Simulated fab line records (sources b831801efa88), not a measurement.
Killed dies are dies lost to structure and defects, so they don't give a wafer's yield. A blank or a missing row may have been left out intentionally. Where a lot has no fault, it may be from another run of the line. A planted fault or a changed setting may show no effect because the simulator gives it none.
fab line records | flow sfqLine
record: lots: 7 | wafers: 21 | lastDay: 90
route steps=325 shown JJ@190 M5@198
lots that met no fault: taken from a fault-free run of the same line
startH: hours from the record's first day to the start of the lot's first wafer shown | waitH: how many hours have passed since the lot's step before this one | " as in the row above | L1.1+2: a row that stands for several wafers | - no value, or no start given | * or withheld: withheld | < > ~ a bound
route shown NAME@n: NAME is a module with steps in the file, n the number in the route of the first one | usual: mean/standard deviation taken from wafers without a fault | same: alike in all rows | chamber/n: place in a boat | sites: readings site by site | _std_site: standard deviation of those values | _edge_site: mean of outer sites minus mean of inner sites | radiusMm: how far each site lies from the wafer's centre | mask NAME#n: copy n | behind: tool/chamber where the wafer was last shaped | hold: cause of the lot's hold/its duration in hours/its outcome | device: the n, p or np transistor that did not switch | end of line: at the end of the route, the tests of the same wafers | step lacking rows: just its recipe | killed: the dies lost at the first sort to structure and to defects; this is not the yield of the wafer | map: a wafer's dies, marking killed ones x, the rest . and places with no die _
set.NAME: the setting as run; set.NAME@STEP: as run at that earlier step | model.NAME: the simulator's own value behind a step, which no gauge read
lots at selected steps of the route; one table per step, one row per wafer
services: from which hour (startH, from the record's first day; less than 0 if before it) a tool's chamber was out of use, for how many hours, and why
== steps ==
step: SFQ_TRILAYER_JJ_CE_LITHO_DEVELOP_116
recipe: timeS: 60 | resist: KrF
step: SFQ_JJ_OVL_MEAS_931
usual: J5_OVL: -4/6.9
lot.wafer | tool       | chamber | startH  | waitH | J5_OVL[nm]
L408.2    | overlay-01 | -       | 1237.56 | 0.1   | -9
L408.3    | "          | -       | "       | "     | -8
L408.6    | "          | -       | "       | "     | -13
L409.1    | overlay-01 | -       | 1239.96 | 0.1   | 9
L409.2    | "          | -       | "       | "     | 13
L409.4    | "          | -       | "       | "     | 8
L410.3    | overlay-01 | -       | 1241.17 | 0.1   | -9
L410.4    | "          | -       | "       | "     | -10
L410.6    | "          | -       | "       | "     | -6
L411.1    | overlay-01 | -       | 1243.56 | 0.1   | -12
L411.5    | "          | -       | "       | "     | -3
L411.6    | "          | -       | "       | "     | -14
L412.1    | overlay-01 | -       | 1371.44 | 0.1   | -9
L412.3    | "          | -       | "       | "     | -14
L412.4    | "          | -       | "       | "     | -12
L419.3    | overlay-01 | -       | 1421.35 | 0.1   | -9
L419.4    | "          | -       | "       | "     | -12
L419.5    | "          | -       | "       | "     | -12
L421.1    | overlay-01 | -       | 1428.54 | 0.1   | -2
L421.3    | "          | -       | "       | "     | -2
L421.6    | "          | -       | "       | "     | 2
step: SFQ_TRILAYER_JJ_CE_METRO_MEASURE_117
usual: cdNm: 699.9/1.4
lot.wafer | tool     | chamber | startH  | waitH | cdNm
L408.2    | cdSem-02 | -       | 1237.79 | 0.2   | 701.5
L408.3    | "        | -       | "       | "     | 701.1
L408.6    | "        | -       | "       | "     | 702.3
L409.1    | cdSem-01 | -       | 1239.99 | 0.0   | 700.4
L409.2    | "        | -       | "       | "     | 699.8
L409.4    | "        | -       | "       | "     | 699.6
L410.3    | cdSem-02 | -       | 1241.59 | 0.4   | 700.1
L410.4    | "        | -       | "       | "     | 700.9
L410.6    | "        | -       | "       | "     | 700.6
L411.1    | cdSem-01 | -       | 1243.59 | 0.0   | 702.5
L411.5    | "        | -       | "       | "     | 701.6
L411.6    | "        | -       | "       | "     | 702.4
L412.1    | cdSem-01 | -       | 1371.48 | 0.0   | 698.0
L412.3    | "        | -       | "       | "     | 699.8
L412.4    | "        | -       | "       | "     | 700.2
L419.3    | cdSem-02 | -       | 1421.77 | 0.4   | 699.2
L419.4    | "        | -       | "       | "     | 699.6
L419.5    | "        | -       | "       | "     | 699.8
L421.1    | cdSem-02 | -       | 1428.57 | 0.0   | 699.0
L421.3    | "        | -       | "       | "     | 699.0
L421.6    | "        | -       | "       | "     | 697.8
step: SFQ_TRILAYER_JJ_CE_BARC_OPEN_RIE_150
recipe: maskMaterial: PR | chemistry: O2 | targetDepthNm: 240 | target: BARC | icpW: 600 | biasW: 80 | pressureMtorr: 10 | timeS: 80
usual: drypumpMotorCurrentA: 5.6/0.63 | oesProductAu: 0.538/0.005
lot.wafer | tool        | chamber | startH  | waitH | drypumpMotorCurrentA | oesProductAu | rfHoursCounterH
L408.2    | rieMetal-02 | 0       | 1238.79 | 0.8   | 5.0                  | 0.538        | 124
L408.3    | "           | 1       | "       | "     | 5.7                  | 0.537        | -
L408.6    | "           | 0       | "       | "     | 5.0                  | 0.536        | -
L409.1    | rieMetal-03 | 1       | 1241.19 | 1.0   | 5.3                  | 0.537        | 111
L409.2    | "           | 0       | "       | "     | 5.1                  | 0.540        | 121
L409.4    | "           | 1       | "       | "     | 5.2                  | 0.538        | -
L410.3    | rieMetal-02 | 1       | 1242.42 | 0.6   | 5.7                  | 0.532        | -
L410.4    | "           | 0       | "       | "     | 5.0                  | 0.536        | -
L410.6    | "           | 1       | "       | "     | 5.7                  | 0.529        | -
L411.1    | rieMetal-01 | 0       | 1244.79 | 1.0   | 5.1                  | 0.543        | 122
L411.5    | "           | 0       | "       | "     | 5.1                  | 0.539        | -
L411.6    | "           | 1       | "       | "     | 6.6                  | 0.542        | -
L412.1    | rieMetal-01 | 1       | 1372.68 | 1.0   | 6.6                  | 0.532        | 118
L412.3    | "           | 1       | "       | "     | 6.6                  | 0.533        | -
L412.4    | "           | 1       | "       | "     | 6.6                  | 0.542        | -
L419.3    | rieMetal-01 | 0       | 1422.60 | 0.6   | 5.1                  | 0.540        | -
L419.4    | "           | 1       | "       | "     | 6.7                  | 0.537        | -
L419.5    | "           | 0       | "       | "     | 5.1                  | 0.537        | -
L421.1    | rieMetal-02 | 0       | 1429.77 | 1.0   | 5.0                  | 0.541        | 11
L421.3    | "           | 1       | "       | "     | 5.7                  | 0.528        | -
L421.6    | "           | 0       | "       | "     | 5.0                  | 0.533        | -
step: SFQ_TRILAYER_JJ_CE_ETCH_RIE_118
recipe: target: Nb | stopOn: Al2O3 | maskMaterial: PR | taperDeg: 13.257 | overEtchFrac: 0.15 | timeS: 97.7 | chemistry: SF6 | targetDepthNm: 170 | icpW: 600 | biasW: 80 | pressureMtorr: 10
usual: drypumpMotorCurrentA: 5.6/0.63 | oesProductAu: 0.985/0.008
lot.wafer | tool        | chamber | startH  | waitH | drypumpMotorCurrentA | oesProductAu | rfHoursCounterH
L408.2    | rieMetal-02 | 0       | 1238.88 | 0.1   | 5.0                  | 0.984        | 124
L408.3    | "           | 1       | "       | "     | 5.7                  | 0.986        | -
L408.6    | "           | 0       | "       | "     | 5.0                  | 0.977        | -
L409.1    | rieMetal-03 | 1       | 1241.28 | 0.1   | 5.2                  | 0.978        | 111
L409.2    | "           | 0       | "       | "     | 5.1                  | 0.972        | 121
L409.4    | "           | 1       | "       | "     | 5.3                  | 0.980        | -
L410.3    | rieMetal-02 | 1       | 1242.52 | 0.1   | 5.7                  | 0.988        | -
L410.4    | "           | 0       | "       | "     | 5.0                  | 0.986        | -
L410.6    | "           | 1       | "       | "     | 5.7                  | 0.988        | -
L411.1    | rieMetal-01 | 0       | 1244.88 | 0.1   | 5.1                  | 0.997        | 122
L411.5    | "           | 0       | "       | "     | 5.1                  | 0.995        | -
L411.6    | "           | 1       | "       | "     | 6.7                  | 0.995        | -
L412.1    | rieMetal-01 | 1       | 1372.86 | 0.2   | 6.6                  | 0.986        | 118
L412.3    | "           | 1       | "       | "     | 6.6                  | 0.993        | -
L412.4    | "           | 1       | "       | "     | 6.6                  | 0.988        | -
L419.3    | rieMetal-01 | 0       | 1422.70 | 0.1   | 5.1                  | 0.985        | -
L419.4    | "           | 1       | "       | "     | 6.6                  | 0.981        | -
L419.5    | "           | 0       | "       | "     | 5.1                  | 0.982        | -
L421.1    | rieMetal-02 | 0       | 1429.87 | 0.1   | 5.0                  | 0.978        | 11
L421.3    | "           | 1       | "       | "     | 5.7                  | 0.987        | -
L421.6    | "           | 0       | "       | "     | 5.0                  | 0.980        | -
step: SFQ_TRILAYER_JJ_ANODIZE_ANODIZE_119
recipe: currentDensityMaCm2: withheld | endCurrentDensityMaCm2: withheld | bathTempC: withheld
step: SFQ_TRILAYER_JJ_CE_STRIP_STRIP_120
recipe: gas: O2 | powerW: 200 | platenTempC: 40 | overashFraction: 0.65 | chemistry: O2 | pressureMtorr: 50
usual: drypumpMotorCurrentA: 5.5/0.54 | oesProductAu: 0.998/0.0085
lot.wafer | tool        | chamber | startH  | waitH | drypumpMotorCurrentA | oesProductAu | rfHoursCounterH
L408.2    | rieMetal-03 | 0       | 1239.49 | 0.0   | 5.1                  | 0.998        | 120
L408.3    | "           | 0       | "       | "     | 5.1                  | 1.010        | -
L408.6    | "           | 0       | "       | "     | 5.1                  | 0.994        | -
L409.1    | rieMetal-01 | 0       | 1241.89 | 0.0   | 5.1                  | 1.003        | 121
L409.2    | "           | 1       | "       | "     | 6.6                  | 1.006        | 102
L409.4    | "           | 1       | "       | "     | 6.6                  | 1.016        | -
L410.3    | rieMetal-02 | 0       | 1243.29 | 0.2   | 5.0                  | 0.988        | -
L410.4    | "           | 1       | "       | "     | 5.7                  | 1.000        | -
L410.6    | "           | 0       | "       | "     | 5.0                  | 0.982        | -
L411.1    | rieMetal-03 | 1       | 1245.49 | 0.0   | 5.2                  | 0.988        | 112
L411.5    | "           | 0       | "       | "     | 5.1                  | 0.989        | -
L411.6    | "           | 1       | "       | "     | 5.3                  | 0.986        | -
L412.1    | rieMetal-02 | 0       | 1373.58 | 0.0   | 5.0                  | 0.990        | 1
L412.3    | "           | 0       | "       | "     | 5.0                  | 1.001        | -
L412.4    | "           | 1       | "       | "     | 5.7                  | 0.996        | -
L419.3    | rieMetal-03 | 1       | 1423.67 | 0.4   | 5.3                  | 0.994        | -
L419.4    | "           | 1       | "       | "     | 5.3                  | 1.008        | -
L419.5    | "           | 1       | "       | "     | 5.3                  | 0.987        | -
L421.1    | rieMetal-03 | 1       | 1430.47 | 0.0   | 5.3                  | 1.007        | 141
L421.3    | "           | 1       | "       | "     | 5.3                  | 0.998        | -
L421.6    | "           | 1       | "       | "     | 5.3                  | 0.998        | -
step: SFQ_TRILAYER_JJ_CE_STRIP_SOLV_CLEAN_121
recipe: chemistry: NMP | tempC: 70 | timeS: 600
step: SFQ_TRILAYER_M5_LITHO_COAT_128
recipe: resist: BARC | spinRpm: 3000 | resistThkNm: 62
step: SFQ_TRILAYER_M5_LITHO_COAT_123
recipe: resist: KrF | spinRpm: 3000 | resistThkNm: 600
step: SFQ_TRILAYER_M5_LITHO_SOFTBAKE_127
recipe: tempC: withheld | timeS: withheld | resist: KrF
step: SFQ_TRILAYER_M5_LITHO_EXPOSE_124
recipe: maskId: M5 | na: 0.6 | sourceShape: conventional | sigmaOuter: 0.65 | targetCdNm: 700 | doseMj: 14.4
step: SFQ_TRILAYER_M5_LITHO_PEB_126
recipe: pebTempC: 115 | pebTimeS: 60 | resist: KrF
usual: chillPlateTempC: 23.00/0.11 | exhaustPa: 45.0/0.94
lot.wafer | tool          | chamber | startH  | waitH | chillPlateTempC | exhaustPa
L408.2    | lithoTrack-01 | 0       | 1363.50 | 0.8   | 22.96           | 46.2
L408.3    | "             | 0       | "       | "     | 23.07           | 45.7
L408.6    | "             | 0       | "       | "     | 22.98           | 44.5
L409.1    | lithoTrack-03 | 0       | 1365.88 | 1.0   | 23.04           | 47.0
L409.2    | "             | 0       | "       | "     | 22.97           | 44.8
L409.4    | "             | 0       | "       | "     | 23.14           | 45.5
L410.3    | lithoTrack-03 | -       | 1369.53 | 0.7   | -               | -
L410.4    | "             | -       | "       | "     | -               | -
L410.6    | "             | -       | "       | "     | -               | -
L411.1    | lithoTrack-01 | -       | 1372.95 | 1.0   | -               | -
L411.5    | "             | -       | "       | "     | -               | -
L411.6    | "             | -       | "       | "     | -               | -
L412.1    | lithoTrack-02 | -       | 1384.39 | 1.0   | -               | -
L412.3    | "             | -       | "       | "     | -               | -
L412.4    | "             | -       | "       | "     | -               | -
L419.3    | lithoTrack-02 | 0       | 1427.09 | 0.7   | 23.00           | 45.7
L419.4    | "             | 0       | "       | "     | 22.91           | 46.6
L419.5    | "             | 0       | "       | "     | 22.93           | 45.3
L421.1    | lithoTrack-01 | 0       | 1436.64 | 1.0   | 23.04           | 45.2
L421.3    | "             | 0       | "       | "     | 22.91           | 46.5
L421.6    | "             | 0       | "       | "     | 23.16           | 45.0
step: SFQ_TRILAYER_M5_LITHO_DEVELOP_125
recipe: timeS: 60 | resist: KrF
== services ==
tool        | chamber | startH  | hours | kind
cdSem-02    | -       | 1218.64 | 0.6   | pm
cdSem-01    | -       | 1237.59 | 1.2   | pm
rieMetal-01 | -       | 1251.34 | 14.6  | pm
cdSem-01    | -       | 1297.65 | 1.7   | pm
rieMetal-02 | -       | 1311.20 | 3.3   | repair
rieMetal-02 | 0       | 1342.06 | -     | clean
rieMetal-02 | 0       | 1342.06 | -     | consumableReplace:focusRing
rieMetal-02 | 0       | 1342.06 | 22.5  | scheduledDown
rieMetal-02 | 0       | 1342.06 | 22.5  | ventCycle
cdSem-01    | -       | 1342.10 | 0.7   | pm
cdSem-02    | -       | 1343.82 | 0.5   | pm
cdSem-02    | -       | 1368.01 | 2.9   | pm
cdSem-02    | -       | 1370.94 | 1.1   | pm
rieMetal-01 | 0       | 1371.23 | -     | clean
rieMetal-01 | 0       | 1371.23 | -     | consumableReplace:focusRing
rieMetal-01 | 0       | 1371.23 | 21.9  | scheduledDown
rieMetal-01 | 0       | 1371.23 | 21.9  | ventCycle
rieMetal-03 | 1       | 1384.04 | 4.1   | repair
cdSem-01    | -       | 1391.36 | 2.9   | pm
cdSem-02    | -       | 1402.64 | 0.4   | pm
rieMetal-02 | -       | 1403.08 | 1.4   | pm
rieMetal-03 | 0       | 1419.61 | -     | clean
cdSem-01    | -       | 1420.73 | 0.8   | pm
cdSem-01    | -       | 1432.39 | 7.3   | pm
== key ==
firstSign: step: SFQ_TRILAYER_M5_LITHO_PEB_126 | reading: toolRecord | direction: missing
effect none on later readings
metAt SFQ_TRILAYER_M5_LITHO_PEB_126
struckWafers L410.3,L410.4,L410.6,L411.1,L411.5,L411.6,L412.1,L412.3,L412.4
onsetBetween 1365.88 1369.53
fault: kind: skippedStepWhole | tool: lithoTrack-01,lithoTrack-02,lithoTrack-03 | chamber: - | onsetH: 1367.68 | steps: SFQ_TRILAYER_M5_LITHO_PEB_126 | scope: struckLotsOnly
